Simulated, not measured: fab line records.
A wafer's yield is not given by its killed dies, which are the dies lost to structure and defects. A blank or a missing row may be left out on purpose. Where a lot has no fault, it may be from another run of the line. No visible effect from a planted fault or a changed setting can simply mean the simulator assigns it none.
fab line records	flow sfqLine
record lots=5	wafers=23
route steps=325 shown I3@145 M4@149 I4@168 JJ@186 M5@199 R5@217
startH: start of the lot's first displayed wafer, in hours after the record's first day	waitH: time in hours since the lot's previous step	" unchanged from the row above	L1.1+2: a row that stands for several wafers	- either no value or no given start	* or withheld: withheld	< > ~ a bound
route shown NAME@n: a module of which the file shows steps, and the number in the route of the first	usual: mean/standard deviation of fault-free wafers	same: alike in all rows	chamber/n: place in a boat	sites: each site's reading	_std_site: the standard deviation of these	_edge_site: outer sites' mean less inner sites'	radiusMm: how far each site lies from the wafer's centre	mask NAME#n: copy n	behind: tool/chamber where the wafer was last shaped	hold: reason for holding the lot/hours on hold/outcome of the hold	device: transistor that didn't switch, given as n, p or np	end of line: at the end of the route, the tests of the same wafers	a step without rows: its recipe alone	killed: not the wafer's yield, but the dies lost to structure and defects at the first sort	map: a wafer's dies, x killed, . not, _ none there
set.NAME: the setting that was run; set.NAME@STEP: the one run at that earlier step	model.NAME: the simulator's own value behind a step, which no gauge read
lots run with intentionally changed settings; tables by step, rows by wafer
## steps
# step SFQ_TRILAYER_I3_VIA_ETCH_VIA_ETCH_088
# recipe target=SiO2	stopOn=Nb	maskMaterial=PR	taperDeg=20	chemistry=CHF3	targetDepthNm=260	sourceW=500	biasW=80	pressureMtorr=30	timeS=withheld
lot.wafer	tool	chamber	startH	waitH	set.sourceW	set.spinRpm@TRILAYER_I3_VIA_LITHO_COAT_085	model.KrF_of_TRILAYER_I3_VIA_LITHO_COAT_085.thkNm
L074.2	rieDiel-03	0	815.65	0.0	500	3000	532.3
L074.4	"	1	"	"	500	3000	527.5
L074.6	"	2	"	"	500	3000	527.9
L075.1	rieDiel-04	3	818.84	0.0	500	3000	522.3
L075.2	"	0	"	"	500	3000	520.9
L075.4	"	2	"	"	500	3000	520.6
L075.5	"	2	"	"	500	3000	519.5
L075.6	"	3	"	"	500	3000	524.6
L078.1	rieDiel-03	0	912.55	0.0	500	2781	550.6
L078.3	"	1	"	"	520.6	3000	527.1
L078.4	"	3	"	"	500	2781	551.4
L078.5	"	3	"	"	500	3000	526.8
L078.6	"	2	"	"	520.6	2781	549.2
L083.1	rieDiel-03	1	1084.81	0.0	500	2909	537.3
L083.2	"	2	"	"	500	2909	533.5
L083.4	"	3	"	"	500	3000	525.1
L083.5	"	1	"	"	500	2909	537.4
L083.6	"	2	"	"	500	3000	523.1
L085.1	rieDiel-01	3	1116.60	0.0	500	2924	536.4
L085.2	"	0	"	"	500	2924	535
L085.3	"	2	"	"	500	3000	527.9
L085.4	"	1	"	"	500	2924	534.6
L085.6	"	3	"	"	500	3000	526.6
# step SFQ_TRILAYER_M4_DEP_SPUTTER_091
# recipe material=Nb	basePressurePa=1.33e-06	chamberPressurePa=0.1333	substrateTempC=20	resputterCathodeVoltageV=400	targetThkNm=200	powerW=2000	timeS=133.3
lot.wafer	tool	chamber	startH	waitH	set.powerW	model.Nb_of_TRILAYER_M4_DEP_SPUTTER_091.thkNm
L074.2	pvdSputter-04	-	816.57	0.0	2000	192.7
L074.4	"	-	"	"	2000	201.4
L074.6	"	-	"	"	2000	195.1
L075.1	pvdSputter-04	-	819.96	0.0	2165	214.8
L075.2	"	-	"	"	2165	215.9
L075.4	"	-	"	"	2000	193.8
L075.5	"	-	"	"	2165	210.8
L075.6	"	-	"	"	2000	199
L078.1	pvdSputter-03	-	913.47	0.0	2179	219.5
L078.3	"	-	"	"	2179	219.2
L078.4	"	-	"	"	2000	203.3
L078.5	"	-	"	"	2000	198.3
L078.6	"	-	"	"	2000	202.2
L083.1	pvdSputter-06	-	1085.72	0.0	2157	215.2
L083.2	"	-	"	"	2157	215.7
L083.4	"	-	"	"	2000	201.4
L083.5	"	-	"	"	2000	199
L083.6	"	-	"	"	2157	214.9
L085.1	pvdSputter-06	-	1117.52	0.0	2000	196
L085.2	"	-	"	"	1770	173.8
L085.3	"	-	"	"	2000	196.7
L085.4	"	-	"	"	2000	198.4
L085.6	"	-	"	"	1770	173
# step SFQ_M4_RS_MEAS_924
# recipe thkMeasGauge=four-point-probe	reads=Nb_of_TRILAYER_M4_DEP_SPUTTER_091
# usual M4_NB_RS=0.898/0.0099
lot.wafer	tool	chamber	startH	waitH	set.powerW@TRILAYER_M4_DEP_SPUTTER_091	M4_NB_RS[ohm/sq]
L074.2	filmMetro-03	-	816.68	0.1	2000	0.923
L074.4	"	-	"	"	2000	0.883
L074.6	"	-	"	"	2000	0.913
L075.1	filmMetro-02	-	820.05	0.0	2165	0.830
L075.2	"	-	"	"	2165	0.823
L075.4	"	-	"	"	2000	0.920
L075.5	"	-	"	"	2165	0.844
L075.6	"	-	"	"	2000	0.896
L078.1	filmMetro-03	-	913.56	0.0	2179	0.809
L078.3	"	-	"	"	2179	0.810
L078.4	"	-	"	"	2000	0.876
L078.5	"	-	"	"	2000	0.896
L078.6	"	-	"	"	2000	0.879
L083.1	filmMetro-02	-	1085.81	0.0	2157	0.826
L083.2	"	-	"	"	2157	0.826
L083.4	"	-	"	"	2000	0.884
L083.5	"	-	"	"	2000	0.894
L083.6	"	-	"	"	2157	0.830
L085.1	filmMetro-03	-	1117.61	0.0	2000	0.907
L085.2	"	-	"	"	1770	1.025
L085.3	"	-	"	"	2000	0.905
L085.4	"	-	"	"	2000	0.895
L085.6	"	-	"	"	1770	1.032
# step SFQ_TRILAYER_M4_LITHO_PEB_096
# recipe pebTempC=115	pebTimeS=60	resist=KrF
lot.wafer	tool	chamber	startH	waitH	set.pebTimeS
L074.2+4+6	lithoTrack-03	0	951.06	0.8	60
L075.1+5	lithoTrack-01	0	955.84	1.0	60
L075.2+4+6	"	0	"	"	51.93
L078.1+3+4+5+6	lithoTrack-03	0	1047.11	1.0	60
L083.1+4	lithoTrack-03	0	1209.25	1.0	60
L083.2+5+6	"	0	"	"	62.54
L085.1+2+6	lithoTrack-03	0	1235.77	1.0	60
L085.3+4	"	0	"	"	55.13
# step SFQ_TRILAYER_M4_LITHO_DEVELOP_095
# recipe timeS=60	resist=KrF
# step SFQ_TRILAYER_M4_BARC_OPEN_METAL_ETCH_123
# recipe maskMaterial=PR	chemistry=O2	targetDepthNm=125	target=BARC	icpW=600	biasW=77.04	pressureMtorr=10	timeS=41.7
lot.wafer	tool	chamber	startH	waitH	set.pebTimeS@TRILAYER_M4_LITHO_PEB_096	model.M4.cdNm
L074.2	rieMetal-01	0	951.37	0.0	60	498.4
L074.4	"	0	"	"	60	496.5
L074.6	"	0	"	"	60	497.5
L075.1	rieMetal-01	0	956.17	0.0	60	498.8
L075.2	"	1	"	"	51.93	520.1
L075.4	"	1	"	"	51.93	519.8
L075.5	"	1	"	"	60	500.1
L075.6	"	0	"	"	51.93	520.4
L078.1	rieMetal-04	1	1047.44	0.0	60	500.1
L078.3	"	0	"	"	60	500.9
L078.4	"	1	"	"	60	500.5
L078.5	"	1	"	"	60	502.6
L078.6	"	0	"	"	60	500.7
L083.1	rieMetal-04	0	1209.58	0.0	60	498.5
L083.2	"	1	"	"	62.54	493.8
L083.4	"	1	"	"	60	498
L083.5	"	1	"	"	62.54	493.4
L083.6	"	0	"	"	62.54	494.2
L085.1+6	rieMetal-01	1	1236.11	0.0	60	502.2
L085.2	"	0	"	"	60	500.1
L085.3	"	1	"	"	55.13	512.8
L085.4	"	0	"	"	55.13	511.6
# step SFQ_TRILAYER_M4_ETCH_METAL_ETCH_096
# recipe target=Nb	stopOn=SiO2	maskMaterial=PR	chemistry=Cl2/Ar	targetDepthNm=240	icpW=600	biasW=80	pressureMtorr=10	timeS=120
# usual oesProductAu=0.890/0.0069
lot.wafer	tool	chamber	startH	waitH	set.powerW@TRILAYER_M4_DEP_SPUTTER_091	set.pebTimeS@TRILAYER_M4_LITHO_PEB_096	oesProductAu	model.M4.cdNm
L074.2	rieMetal-01	0	951.43	0.0	2000	60	0.873	495.9
L074.4	"	0	"	"	2000	60	0.897	494.8
L074.6	"	0	"	"	2000	60	0.876	495.8
L075.1	rieMetal-01	0	956.23	0.0	2165	60	0.938	497.2
L075.2	"	1	"	"	2165	51.93	0.930	523.7
L075.4	"	1	"	"	2000	51.93	0.891	522.5
L075.5	"	1	"	"	2165	60	0.925	502.9
L075.6	"	0	"	"	2000	51.93	0.899	518.5
L078.1	rieMetal-04	1	1047.50	0.0	2179	60	0.941	498.7
L078.3	"	0	"	"	2179	60	0.942	501.1
L078.4	"	1	"	"	2000	60	0.901	498.7
L078.5	"	1	"	"	2000	60	0.897	502.1
L078.6	"	0	"	"	2000	60	0.897	499.1
L083.1	rieMetal-04	0	1209.64	0.0	2157	60	0.933	498.7
L083.2	"	1	"	"	2157	62.54	0.936	493.6
L083.4	"	1	"	"	2000	60	0.904	497.4
L083.5	"	1	"	"	2000	62.54	0.888	492.6
L083.6	"	0	"	"	2157	62.54	0.935	492.1
L085.1	rieMetal-01	1	1236.17	0.0	2000	60	0.882	502.9
L085.2	"	0	"	"	1770	60	0.818	500.4
L085.3	"	1	"	"	2000	55.13	0.885	513.8
L085.4	"	0	"	"	2000	55.13	0.892	512.1
L085.6	"	1	"	"	1770	60	0.825	503.8
# step SFQ_TRILAYER_I4_VIA_LITHO_COAT_103
# recipe resist=KrF	spinRpm=3000	resistThkNm=650
lot.wafer	tool	chamber	startH	waitH	set.spinRpm	model.KrF_of_TRILAYER_I4_VIA_LITHO_COAT_103.thkNm
L074.2	lithoTrack-04	0	965.32	0.2	3000	649.9
L074.4	"	0	"	"	3000	650.4
L074.6	"	0	"	"	3000	648.1
L075.1	lithoTrack-04	0	968.27	0.2	3215	628.5
L075.2	"	0	"	"	3215	627.9
L075.4	"	0	"	"	3000	650.2
L075.5	"	0	"	"	3000	651.1
L075.6	"	0	"	"	3215	628.2
L078.1	lithoTrack-04	0	1053.31	0.2	3000	648.9
L078.3	"	0	"	"	3000	650.7
L078.4	"	0	"	"	3000	653.4
L078.5	"	0	"	"	3000	649.9
L078.6	"	0	"	"	3000	647.6
L083.1	lithoTrack-04	0	1215.47	0.2	3086	642.5
L083.2	"	0	"	"	3000	649.1
L083.4	"	0	"	"	3000	649.7
L083.5	"	0	"	"	3086	639.2
L083.6	"	0	"	"	3086	640
L085.1	lithoTrack-01	0	1242.00	0.2	3000	650.6
L085.2	"	0	"	"	3000	650.7
L085.3	"	0	"	"	3000	648.2
L085.4	"	0	"	"	3000	651.5
L085.6	"	0	"	"	3000	651
# step SFQ_TRILAYER_I4_VIA_ETCH_VIA_ETCH_106
# recipe target=SiO2	stopOn=Nb	maskMaterial=PR	taperDeg=20	chemistry=CHF3	targetDepthNm=260	sourceW=500	biasW=80	pressureMtorr=30	timeS=withheld
lot.wafer	tool	chamber	startH	waitH	set.biasW	set.spinRpm@TRILAYER_I4_VIA_LITHO_COAT_103	model.KrF_of_TRILAYER_I4_VIA_LITHO_COAT_103.thkNm
L074.2	rieDiel-01	0	1100.53	0.0	80	3000	526.3
L074.4	"	2	"	"	80	3000	528.5
L074.6	"	1	"	"	80	3000	526.1
L075.1	rieDiel-01	3	1102.93	0.0	80	3215	508.4
L075.2	"	0	"	"	88.07	3215	503
L075.4	"	1	"	"	88.07	3000	526.6
L075.5	"	1	"	"	80	3000	529.7
L075.6	"	2	"	"	80	3215	507.7
L078.1	rieDiel-01	2	1175.53	0.0	80	3000	528.2
L078.3	"	0	"	"	80	3000	527.3
L078.4	"	3	"	"	86.11	3000	531.1
L078.5	"	1	"	"	80	3000	525.5
L078.6	"	0	"	"	86.11	3000	523.1
L083.1	rieDiel-03	0	1217.50	0.0	80	3086	521.4
L083.2	"	2	"	"	80	3000	525.5
L083.4	"	1	"	"	83.52	3000	527.6
L083.5	"	2	"	"	80	3086	515.3
L083.6	"	3	"	"	83.52	3086	518.1
L085.1	rieDiel-03	1	1244.02	0.0	80	3000	530.3
L085.2	"	2	"	"	80	3000	527.6
L085.3	"	3	"	"	80	3000	527
L085.4	"	0	"	"	80	3000	531
L085.6	"	3	"	"	80	3000	529.8
# step SFQ_TRILAYER_JJ_CE_LITHO_COAT_114
# recipe resist=KrF	spinRpm=3000	resistThkNm=600
lot.wafer	tool	chamber	startH	waitH	set.resistThkNm	model.KrF_of_TRILAYER_JJ_CE_LITHO_COAT_114.thkNm
L074.2	lithoTrack-02	0	1103.15	0.2	600	598.2
L074.4	"	0	"	"	600	599.2
L074.6	"	0	"	"	600	600.4
L075.1	lithoTrack-04	0	1105.50	0.2	600	601.9
L075.2	"	0	"	"	600	599.2
L075.4	"	0	"	"	600	602.4
L075.5	"	0	"	"	600	599.3
L075.6	"	0	"	"	600	600.1
L078.1	lithoTrack-04	0	1178.10	0.2	585	585.7
L078.3	"	0	"	"	600	600.1
L078.4	"	0	"	"	600	601
L078.5	"	0	"	"	600	600.7
L078.6	"	0	"	"	585	584.4
L083.1	lithoTrack-02	0	1220.07	0.2	575	574.3
L083.2	"	0	"	"	600	600.6
L083.4	"	0	"	"	600	599.4
L083.5	"	0	"	"	600	600
L083.6	"	0	"	"	575	572.9
L085.1	lithoTrack-04	0	1246.59	0.2	628.1	629.4
L085.2	"	0	"	"	600	601
L085.3	"	0	"	"	628.1	628.5
L085.4	"	0	"	"	600	600.4
L085.6	"	0	"	"	628.1	629.2
# step SFQ_TRILAYER_JJ_CE_ETCH_RIE_118
# recipe target=Nb	stopOn=Al2O3	maskMaterial=PR	taperDeg=13.257	overEtchFrac=0.15	timeS=97.7	chemistry=SF6	targetDepthNm=170	icpW=600	biasW=80	pressureMtorr=10
# usual oesProductAu=0.986/0.0084
lot.wafer	tool	chamber	startH	waitH	set.icpW	set.resistThkNm@TRILAYER_JJ_CE_LITHO_COAT_114	oesProductAu	model.KrF_of_TRILAYER_JJ_CE_LITHO_COAT_114.thkNm
L074.2	rieMetal-02	0	1224.07	0.1	600	600	0.980	474.8
L074.4	"	1	"	"	600	600	0.978	473.2
L074.6	"	1	"	"	600	600	0.979	475.5
L075.1	rieMetal-04	0	1226.47	0.1	600	600	0.986	480.4
L075.2	"	1	"	"	567.2	600	0.952	484.7
L075.4	"	1	"	"	600	600	0.976	484.2
L075.5	"	0	"	"	567.2	600	0.962	482.4
L075.6	"	1	"	"	567.2	600	0.950	485.1
L078.1	rieMetal-04	0	1303.65	0.1	600	585	0.983	461.7
L078.3	"	1	"	"	532.3	600	0.919	489.5
L078.4	"	0	"	"	600	600	0.995	476.8
L078.5	"	0	"	"	600	600	0.994	476.7
L078.6	"	1	"	"	532.3	585	0.925	473.3
L083.1	rieMetal-04	0	1346.92	0.1	600	575	0.973	451.5
L083.2	"	1	"	"	600	600	0.986	479.5
L083.4	"	0	"	"	600	600	0.989	476.5
L083.5	"	0	"	"	600	600	0.994	476.5
L083.6	"	1	"	"	600	575	0.977	452.8
L085.1	rieMetal-04	0	1376.96	0.1	600	628.1	0.997	505.1
L085.2	"	1	"	"	600	600	0.977	481.3
L085.3	"	0	"	"	600	628.1	0.980	503.5
L085.4	"	1	"	"	600	600	0.988	479.8
L085.6	"	1	"	"	600	628.1	0.979	509.4
# step SFQ_TRILAYER_M5_LITHO_COAT_123
# recipe resist=KrF	spinRpm=3000	resistThkNm=600
lot.wafer	tool	chamber	startH	waitH	set.spinRpm	model.KrF_of_TRILAYER_M5_LITHO_COAT_123.thkNm
L074.2	lithoTrack-03	0	1225.85	0.2	3000	599.9
L074.4	"	0	"	"	3000	599.7
L074.6	"	0	"	"	3000	600.4
L075.1	lithoTrack-03	0	1228.16	0.2	2822	620.9
L075.2	"	0	"	"	2822	621.3
L075.4	"	0	"	"	2822	619.6
L075.5	"	0	"	"	3000	602.3
L075.6	"	0	"	"	3000	602
L078.1	lithoTrack-02	0	1305.35	0.2	3000	601
L078.3	"	0	"	"	3000	600.6
L078.4	"	0	"	"	3127	586.1
L078.5	"	0	"	"	3127	585.2
L078.6	"	0	"	"	3127	586.9
L083.1	lithoTrack-03	0	1348.60	0.2	3000	596.8
L083.2	"	0	"	"	3000	596.7
L083.4	"	0	"	"	3000	597.7
L083.5	"	0	"	"	3000	597.6
L083.6	"	0	"	"	3000	597.4
L085.1	lithoTrack-04	0	1378.64	0.2	3000	599.8
L085.2	"	0	"	"	3180	583.9
L085.3	"	0	"	"	3000	600.3
L085.4	"	0	"	"	3180	582.7
L085.6	"	0	"	"	3180	581.7
# step SFQ_TRILAYER_M5_LITHO_EXPOSE_124
# recipe maskId=M5	na=0.6	sourceShape=conventional	sigmaOuter=0.65	targetCdNm=700	doseMj=14.4
lot.wafer	tool	chamber	startH	waitH	mask	set.doseMj
L074.2+4+6	krfScanner-01	0	1350.30	-	M5#0	14.4
L075.1+6	krfScanner-01	0	1352.50	-	M5#0	15.44
L075.2+4+5	"	0	"	"	M5#0	14.4
L078.1+5	krfScanner-01	0	1429.46	-	M5#0	14.4
L078.3+4+6	"	0	"	"	M5#0	13.56
L083.1+2	krfScanner-02	0	1467.77	-	M5#0	14.9
L083.4+5+6	"	0	"	"	M5#0	14.4
L085.1+2+3+4+6	krfScanner-01	0	1492.39	-	M5#0	14.4
# step SFQ_TRILAYER_M5_LITHO_PEB_126
# recipe pebTempC=115	pebTimeS=60	resist=KrF
# step SFQ_TRILAYER_M5_LITHO_DEVELOP_125
# recipe timeS=60	resist=KrF
# step SFQ_TRILAYER_M5_BARC_OPEN_METAL_ETCH_161
# recipe maskMaterial=PR	chemistry=O2	targetDepthNm=125	target=BARC	icpW=600	biasW=80	pressureMtorr=10	timeS=41.7
lot.wafer	tool	chamber	startH	waitH	set.doseMj@TRILAYER_M5_LITHO_EXPOSE_124	model.M5.cdNm
L074.2	rieMetal-04	1	1351.63	0.0	14.4	701.8
L074.4	"	0	"	"	14.4	701.7
L074.6	"	1	"	"	14.4	701.1
L075.1	rieMetal-03	1	1354.03	0.0	15.44	687.5
L075.2	"	0	"	"	14.4	700.1
L075.4	"	0	"	"	14.4	700.6
L075.5	"	1	"	"	14.4	698.8
L075.6	"	0	"	"	15.44	689.2
L078.1	rieMetal-01	1	1430.99	0.0	14.4	700.5
L078.3	"	0	"	"	13.56	711.5
L078.4	"	1	"	"	13.56	710.6
L078.5	"	0	"	"	14.4	699.8
L078.6	"	1	"	"	13.56	710.9
L083.1	rieMetal-04	1	1469.30	0.0	14.9	694.6
L083.2	"	0	"	"	14.9	695.2
L083.4+5	"	1	"	"	14.4	701.2
L083.6	"	0	"	"	14.4	700.5
L085.1	rieMetal-03	0	1493.93	0.0	14.4	696.3
L085.2	"	1	"	"	14.4	697.4
L085.3	"	0	"	"	14.4	697.6
L085.4	"	1	"	"	14.4	696.7
L085.6	"	1	"	"	14.4	696
# step SFQ_TRILAYER_M5_ETCH_METAL_ETCH_126
# recipe target=Nb	stopOn=SiO2	maskMaterial=PR	overEtchFrac=0.15	timeS=203.2	chemistry=Cl2/BCl3	targetDepthNm=265	icpW=600	biasW=80	pressureMtorr=10
lot.wafer	tool	chamber	startH	waitH	set.spinRpm@TRILAYER_M5_LITHO_COAT_123	model.KrF_of_TRILAYER_M5_LITHO_COAT_123.thkNm
L074.2	rieMetal-04	1	1351.69	0.0	3000	376.1
L074.4	"	0	"	"	3000	368.1
L074.6	"	1	"	"	3000	378
L075.1	rieMetal-03	1	1354.09	0.0	2822	387.2
L075.2	"	0	"	"	2822	392.2
L075.4	"	0	"	"	2822	388.4
L075.5	"	1	"	"	3000	368
L075.6	"	0	"	"	3000	372.4
L078.1	rieMetal-01	1	1431.05	0.0	3000	374.7
L078.3	"	0	"	"	3000	376.7
L078.4	"	1	"	"	3127	358.5
L078.5	"	0	"	"	3127	362.1
L078.6	"	1	"	"	3127	360.3
L083.1	rieMetal-04	1	1469.36	0.0	3000	366.3
L083.2	"	0	"	"	3000	360.6
L083.4	"	1	"	"	3000	368
L083.5	"	1	"	"	3000	366.4
L083.6	"	0	"	"	3000	362.4
L085.1	rieMetal-03	0	1493.99	0.0	3000	371.9
L085.2	"	1	"	"	3180	355.4
L085.3	"	0	"	"	3000	372.6
L085.4	"	1	"	"	3180	352.9
L085.6	"	1	"	"	3180	352.6
# step SFQ_TRILAYER_R5_LITHO_COAT_141
# recipe resist=BARC	spinRpm=3000	resistThkNm=62
lot.wafer	tool	chamber	startH	waitH	set.resistThkNm	model.BARC_of_TRILAYER_R5_LITHO_COAT_141.thkNm
L074.2	lithoTrack-03	0	1365.40	0.1	62	62.03
L074.4	"	0	"	"	62	62.16
L074.6	"	0	"	"	62	61.9
L075.1	lithoTrack-03	0	1368.35	0.1	62	62.23
L075.2	"	0	"	"	63.19	63.37
L075.4	"	0	"	"	63.19	63.35
L075.5	"	0	"	"	62	62.05
L075.6	"	0	"	"	62	61.98
L078.1	lithoTrack-02	0	1443.89	0.1	65.55	65.54
L078.3+6	"	0	"	"	62	61.96
L078.4	"	0	"	"	65.55	65.49
L078.5	"	0	"	"	62	61.85
L083.1	lithoTrack-01	0	1474.90	0.1	62	62.01
L083.2	"	0	"	"	62	62.06
L083.4	"	0	"	"	62	61.98
L083.5	"	0	"	"	63.72	63.55
L083.6	"	0	"	"	63.72	64.04
L085.1+2	lithoTrack-03	0	1499.52	0.1	62	61.82
L085.3	"	0	"	"	60.82	60.67
L085.4	"	0	"	"	62	61.91
L085.6	"	0	"	"	60.82	60.7
# step SFQ_TRILAYER_R5_ETCH_METAL_ETCH_139
# recipe stopOn=SiO2	maskMaterial=PR	chemistry=Cl2	targetDepthNm=60	icpW=600	biasW=80	pressureMtorr=10	timeS=40
lot.wafer	tool	chamber	startH	waitH	set.timeS	set.biasW@TRILAYER_I4_VIA_ETCH_VIA_ETCH_106	model.R5.featureDepthNm
L074.2+4+6	rieMetal-02	0,1,1	1484.96	0.0	40	80	60
L075.1	rieMetal-02	1	1487.36	0.0	43.17	80	60
L075.2	"	0	"	"	40	88.07	59.98
L075.4	"	0	"	"	43.17	88.07	60
L075.5	"	0	"	"	40	80	60
L075.6	"	1	"	"	40	80	59.91
L078.1	rieMetal-02	0	1556.09	0.0	40	80	59.83
L078.3+5	"	1,0	"	"	40	80	60
L078.4	"	0	"	"	40	86.11	59.28
L078.6	"	1	"	"	40	86.11	60
L083.1	rieMetal-04	1	1586.15	0.1	40	80	59.55
L083.2	"	1	"	"	40	80	59.5
L083.4	"	1	"	"	34.72	83.52	51.48
L083.5	"	1	"	"	40	80	59.53
L083.6	"	1	"	"	34.72	83.52	51.23
L085.1	rieMetal-01	1	1611.03	0.0	40	80	58.73
L085.2	"	0	"	"	40	80	58.66
L085.3+4	"	1,0	"	"	42.95	80	60
L085.6	"	1	"	"	40	80	58.61
## key
split step=SFQ_TRILAYER_I3_VIA_ETCH_VIA_ETCH_088	setting=sourceW	stated=500	by=wafer
response none clear
split step=SFQ_TRILAYER_M4_DEP_SPUTTER_091	setting=powerW	stated=2000	by=wafer
response step=SFQ_TRILAYER_M4_DEP_SPUTTER_091	reading=model.Nb_of_TRILAYER_M4_DEP_SPUTTER_091.thkNm	change=+2.03	per=1%	r=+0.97
response step=SFQ_M4_RS_MEAS_924	reading=M4_NB_RS	change=-0.00941	per=1%	r=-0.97
response step=SFQ_TRILAYER_M4_ETCH_METAL_ETCH_096	reading=oesProductAu	change=+0.00505	per=1%	r=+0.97
split step=SFQ_TRILAYER_M4_LITHO_PEB_096	setting=pebTimeS	stated=60	by=wafer
response step=SFQ_TRILAYER_M4_BARC_OPEN_METAL_ETCH_123	reading=model.M4.cdNm	change=-1.45	per=1%	r=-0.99
response step=SFQ_TRILAYER_M4_ETCH_METAL_ETCH_096	reading=model.M4.cdNm	change=-1.5	per=1%	r=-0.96
split step=SFQ_TRILAYER_I4_VIA_LITHO_COAT_103	setting=spinRpm	stated=3000	by=wafer
response step=SFQ_TRILAYER_I4_VIA_LITHO_COAT_103	reading=model.KrF_of_TRILAYER_I4_VIA_LITHO_COAT_103.thkNm	change=-3.12	per=1%	r=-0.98
response step=SFQ_TRILAYER_I4_VIA_ETCH_VIA_ETCH_106	reading=model.KrF_of_TRILAYER_I4_VIA_LITHO_COAT_103.thkNm	change=-3.02	per=1%	r=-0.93
split step=SFQ_TRILAYER_I4_VIA_ETCH_VIA_ETCH_106	setting=biasW	stated=80	by=wafer
response step=SFQ_TRILAYER_R5_ETCH_METAL_ETCH_139	reading=model.R5.featureDepthNm	shape=bent	atLowest=59.67	atStated=59.67	atHighest=59.99
split step=SFQ_TRILAYER_JJ_CE_LITHO_COAT_114	setting=resistThkNm	stated=600	by=wafer
response step=SFQ_TRILAYER_JJ_CE_LITHO_COAT_114	reading=model.KrF_of_TRILAYER_JJ_CE_LITHO_COAT_114.thkNm	change=+6.18	per=1%	r=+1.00
response step=SFQ_TRILAYER_JJ_CE_ETCH_RIE_118	reading=model.KrF_of_TRILAYER_JJ_CE_LITHO_COAT_114.thkNm	change=+5.68	per=1%	r=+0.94
split step=SFQ_TRILAYER_JJ_CE_ETCH_RIE_118	setting=icpW	stated=600	by=wafer
response step=SFQ_TRILAYER_JJ_CE_ETCH_RIE_118	reading=oesProductAu	change=+0.00586	per=1%	r=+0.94
split step=SFQ_TRILAYER_M5_LITHO_COAT_123	setting=spinRpm	stated=3000	by=wafer
response step=SFQ_TRILAYER_M5_LITHO_COAT_123	reading=model.KrF_of_TRILAYER_M5_LITHO_COAT_123.thkNm	change=-3.09	per=1%	r=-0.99
response step=SFQ_TRILAYER_M5_ETCH_METAL_ETCH_126	reading=model.KrF_of_TRILAYER_M5_LITHO_COAT_123.thkNm	change=-3.26	per=1%	r=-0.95
split step=SFQ_TRILAYER_M5_LITHO_EXPOSE_124	setting=doseMj	stated=14.4	by=wafer
response step=SFQ_TRILAYER_M5_BARC_OPEN_METAL_ETCH_161	reading=model.M5.cdNm	change=-1.7	per=1%	r=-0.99
split step=SFQ_TRILAYER_R5_LITHO_COAT_141	setting=resistThkNm	stated=62	by=wafer
response step=SFQ_TRILAYER_R5_LITHO_COAT_141	reading=model.BARC_of_TRILAYER_R5_LITHO_COAT_141.thkNm	change=+0.632	per=1%	r=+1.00
split step=SFQ_TRILAYER_R5_ETCH_METAL_ETCH_139	setting=timeS	stated=40	by=wafer
response step=SFQ_TRILAYER_R5_ETCH_METAL_ETCH_139	reading=model.R5.featureDepthNm	shape=bent	atLowest=51.36	atStated=59.62	atHighest=60
split outsideThisFile step=SFQ_TRILAYER_I3_VIA_LITHO_COAT_085 setting=spinRpm
# split outsideThisFile: this setting was split too, and the file shows its column; the key of that split is in another file
